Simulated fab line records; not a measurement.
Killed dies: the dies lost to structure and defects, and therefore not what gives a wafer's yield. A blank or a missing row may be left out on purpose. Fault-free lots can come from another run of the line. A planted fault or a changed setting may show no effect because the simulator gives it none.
What tool caused it? :: flow gf180mcu :: 39 wafers from 13 lots sampled at 5 of the route's 602 steps

WHAT EACH GAUGE READ, for each wafer
GF_V3_THK_MEAS_03.
lot: L787
measured: day 21 07:55
on: film-metro-01
V3_CVD_02_THK (nm): 852 852 855

lot: L789
measured: day 22 07:44
on: film-metro-01
V3_CVD_02_THK (nm): 836 828 842

lot: L790
measured: day 22 11:40
on: film-metro-02
V3_CVD_02_THK (nm): 847 851 866

lot: L791
measured: day 22 23:43
on: film-metro-04
V3_CVD_02_THK (nm): 849 847 875

lot: L793
measured: day 23 14:46
on: film-metro-04
V3_CVD_02_THK (nm): 846 839 841

lot: L794
measured: day 24 14:03
on: film-metro-04
V3_CVD_02_THK (nm): 835 861 874

lot: L795
measured: day 24 15:23
on: film-metro-01
V3_CVD_02_THK (nm): 850 870 876

lot: L796
measured: day 24 20:41
on: film-metro-04
V3_CVD_02_THK (nm): 848 851 859

lot: L800
measured: day 26 05:52
on: film-metro-02
V3_CVD_02_THK (nm): 824 840 844

lot: L801
measured: day 26 12:50
on: film-metro-01
V3_CVD_02_THK (nm): 848 844 857

lot: L804
measured: day 27 05:34
on: film-metro-02
V3_CVD_02_THK (nm): 825 854 859

lot: L809
measured: day 28 15:23
on: film-metro-01
V3_CVD_02_THK (nm): 841 850 845

lot: L810
measured: day 28 23:07
on: film-metro-02
V3_CVD_02_THK (nm): 823 835 853

GF_V3_BOW_MEAS_05.
lot: L787
measured: day 21 08:17
on: film-metro-02
V3_BOW (um): 119 121 131

lot: L789
measured: day 22 08:05
on: film-metro-04
V3_BOW (um): 107 100 98

lot: L790
measured: day 22 12:02
on: film-metro-02
V3_BOW (um): 119 105 109

lot: L791
measured: day 23 00:05
on: film-metro-01
V3_BOW (um): 118 107 104

lot: L793
measured: day 23 15:07
on: film-metro-01
V3_BOW (um): 120 117 109

lot: L794
measured: day 24 14:25
on: film-metro-02
V3_BOW (um): 107 100 98

lot: L795
measured: day 24 15:44
on: film-metro-01
V3_BOW (um): 110 121 112

lot: L796
measured: day 24 21:02
on: film-metro-02
V3_BOW (um): 133 118 107

lot: L800
measured: day 26 06:15
on: film-metro-02
V3_BOW (um): 126 119 116

lot: L801
measured: day 26 13:11
on: film-metro-04
V3_BOW (um): 112 125 115

lot: L804
measured: day 27 05:56
on: film-metro-04
V3_BOW (um): 117 121 123

lot: L809
measured: day 28 15:46
on: film-metro-04
V3_BOW (um): 122 139 122

lot: L810
measured: day 28 23:29
on: film-metro-04
V3_BOW (um): 121 119 132

GF_MIM_THK_MEAS_06.
lot: L787
measured: day 24 09:49
on: film-metro-04
MIM_CVD_05_THK (nm): 41.6 41.8 42.3

lot: L789
measured: day 25 07:57
on: film-metro-03
MIM_CVD_05_THK (nm): 42.1 41.5 42.2

lot: L790
measured: day 25 12:02
on: film-metro-01
MIM_CVD_05_THK (nm): 42.3 43.6 42.9

lot: L791
measured: day 25 23:38
on: film-metro-04
MIM_CVD_05_THK (nm): 42.0 42.2 42.3

lot: L793
measured: day 26 12:57
on: film-metro-04
MIM_CVD_05_THK (nm): 41.6 41.6 41.7

lot: L794
measured: day 27 09:46
on: film-metro-01
MIM_CVD_05_THK (nm): 41.6 41.4 42.5

lot: L795
measured: day 27 11:36
on: film-metro-04
MIM_CVD_05_THK (nm): 41.5 42.7 42.0

lot: L796
measured: day 27 16:37
on: film-metro-03
MIM_CVD_05_THK (nm): 40.7 41.3 41.7

lot: L800
measured: day 28 22:54
on: film-metro-04
MIM_CVD_05_THK (nm): 42.1 42.9 42.8

lot: L801
measured: day 29 05:47
on: film-metro-01
MIM_CVD_05_THK (nm): 25.7 25.4 26.1

lot: L804
measured: day 29 20:47
on: film-metro-03
MIM_CVD_05_THK (nm): 26.3 26.6 27.3

lot: L809
measured: day 31 04:02
on: film-metro-01
MIM_CVD_05_THK (nm): 41.8 41.6 42.5

lot: L810
measured: day 31 10:16
on: film-metro-03
MIM_CVD_05_THK (nm): 42.0 41.2 42.8

WHICH TOOL RAN EACH LOT (tool, then ch and the chambers of the sampled wafers, then the start)
lot: L787
GF_V3_SPUTTER_21: pvd-sputter-01, day 22 08:44
GF_MIM_CVD_05: pecvd-02 ch 0,1,2, day 24 09:46

lot: L789
GF_V3_SPUTTER_21: pvd-sputter-01, day 23 07:58
GF_MIM_CVD_05: pecvd-04 ch 0,2, day 25 07:55

lot: L790
GF_V3_SPUTTER_21: pvd-sputter-02, day 23 11:43
GF_MIM_CVD_05: pecvd-04 ch 0,2, day 25 12:00

lot: L791
GF_V3_SPUTTER_21: pvd-sputter-03, day 23 23:39
GF_MIM_CVD_05: pecvd-02 ch 0,1, day 25 23:37

lot: L793
GF_V3_SPUTTER_21: pvd-sputter-03, day 24 13:34
GF_MIM_CVD_05: pecvd-01 ch 0,1,2, day 26 12:55

lot: L794
GF_V3_SPUTTER_21: pvd-sputter-03, day 25 12:38
GF_MIM_CVD_05: pecvd-01 ch 1,2, day 27 09:44

lot: L795
GF_V3_SPUTTER_21: pvd-sputter-03, day 25 14:20
GF_MIM_CVD_05: pecvd-04 ch 0,1, day 27 11:34

lot: L796
GF_V3_SPUTTER_21: pvd-sputter-02, day 25 19:56
GF_MIM_CVD_05: pecvd-02 ch 0,1,2, day 27 16:35

lot: L800
GF_V3_SPUTTER_21: pvd-sputter-03, day 27 03:20
GF_MIM_CVD_05: pecvd-02 ch 0,1, day 28 22:51

lot: L801
GF_V3_SPUTTER_21: pvd-sputter-01, day 27 10:14
GF_MIM_CVD_05: pecvd-02 ch 0,1, day 29 05:44

lot: L804
GF_V3_SPUTTER_21: pvd-sputter-03, day 28 02:24
GF_MIM_CVD_05: pecvd-02 ch 1,2, day 29 20:45

lot: L809
GF_V3_SPUTTER_21: pvd-sputter-02, day 29 11:34
GF_MIM_CVD_05: pecvd-04 ch 0,1, day 31 03:59

lot: L810
GF_V3_SPUTTER_21: pvd-sputter-03, day 29 18:51
GF_MIM_CVD_05: pecvd-04 ch 0,1,2, day 31 10:14
- GF_V3_SPUTTER_21: material Ti, target thk 15 nm, time 80.02 s.
- GF_MIM_CVD_05: deposits Si3N4, target thk 42 nm, time 29.086 s.

WHAT THE TOOLS THEMSELVES READ (means of the sampled wafers that have a number; where no wafer has one, the mark that the record gives instead)
GF_V3_SPUTTER_21.
lot: L787
tool: pvd-sputter-01
throttle-valve-pct (%): 30.2

lot: L789
tool: pvd-sputter-01
throttle-valve-pct (%): 30.2

lot: L790
tool: pvd-sputter-02
throttle-valve-pct (%): 29.5

lot: L791
tool: pvd-sputter-03
throttle-valve-pct (%): 29.9

lot: L793
tool: pvd-sputter-03
throttle-valve-pct (%): 29.7

lot: L794
tool: pvd-sputter-03
throttle-valve-pct (%): 30.4

lot: L795
tool: pvd-sputter-03
throttle-valve-pct (%): 29.4

lot: L796
tool: pvd-sputter-02
throttle-valve-pct (%): 29.0

lot: L800
tool: pvd-sputter-03
throttle-valve-pct (%): 30.5

lot: L801
tool: pvd-sputter-01
throttle-valve-pct (%): 30.1

lot: L804
tool: pvd-sputter-03
throttle-valve-pct (%): 30.4

lot: L809
tool: pvd-sputter-02
throttle-valve-pct (%): 29.1

lot: L810
tool: pvd-sputter-03
throttle-valve-pct (%): 29.7

GF_MIM_CVD_05.
lot: L787
tool: pecvd-02
heater-power-w (W): 655
temp-max-c (C): 399.91

lot: L789
tool: pecvd-04
heater-power-w (W): 713
temp-max-c (C): 400.16

lot: L790
tool: pecvd-04
heater-power-w (W): 737
temp-max-c (C): 400.11

lot: L791
tool: pecvd-02
heater-power-w (W): 658
temp-max-c (C): 400.07

lot: L793
tool: pecvd-01
heater-power-w (W): 678
temp-max-c (C): 400.13

lot: L794
tool: pecvd-01
heater-power-w (W): 567
temp-max-c (C): 399.82

lot: L795
tool: pecvd-04
heater-power-w (W): 574
temp-max-c (C): 399.81

lot: L796
tool: pecvd-02
heater-power-w (W): 669
temp-max-c (C): 399.95

lot: L800
tool: pecvd-02
heater-power-w (W): 717
temp-max-c (C): 400.01

lot: L801
tool: pecvd-02
heater-power-w (W): 622
temp-max-c (C): 400.16

lot: L804
tool: pecvd-02
heater-power-w (W): 683
temp-max-c (C): 399.80

lot: L809
tool: pecvd-04
heater-power-w (W): 629
temp-max-c (C): 400.06

lot: L810
tool: pecvd-04
heater-power-w (W): 672
temp-max-c (C): 399.96

THE ANSWER, worked out from the rows above alone
Rule: the lots themselves supply what counts as usual. The widest of any qualifying gaps counts: lots, ordered by their means at a reading, are off when they make up no more than a third of the lots, leave a main group of 4 or more, and stand apart from it by 3 or more times the standard deviation of that group's means. The tables above print the reading to a certain number of digits; a main group whose means all agree to those digits is not used. Also off: a lot with no number at a reading for which 4 or more lots have one. The other lots that the step has rows for count as sound. First the gauges in route order, then the tools' own readings, where a lot's mean is used as printed above. At the first step where some lot is off, the reading lying furthest off is the one used; lots without a number count as furthest.
Off: L801, L804, at GF_MIM_THK_MEAS_06 (MIM_CVD_05_THK). For the main group the mean is 42.0 nm and the standard deviation 0.43.
If a tool, at a process step before that reading, ran all the lots that are off and no sound lot after the first of them, it fits. Gauges at GF_MIM_THK_MEAS_06: tried the same way as those tools. One fits: GF_MIM_CVD_05 on pecvd-02. Its last sound lot is L800 (day 28 22:51), its first lot that is off L801 (day 29 05:44): a fault that began between those two fits.

WHAT HAD BEEN PUT IN BY THE SIMULATOR
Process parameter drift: pecvd-02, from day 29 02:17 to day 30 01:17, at GF_MIM_CVD_05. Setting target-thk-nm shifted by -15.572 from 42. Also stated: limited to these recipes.
Shown lots that were struck: L801, L804. This agrees with what the rule above found.
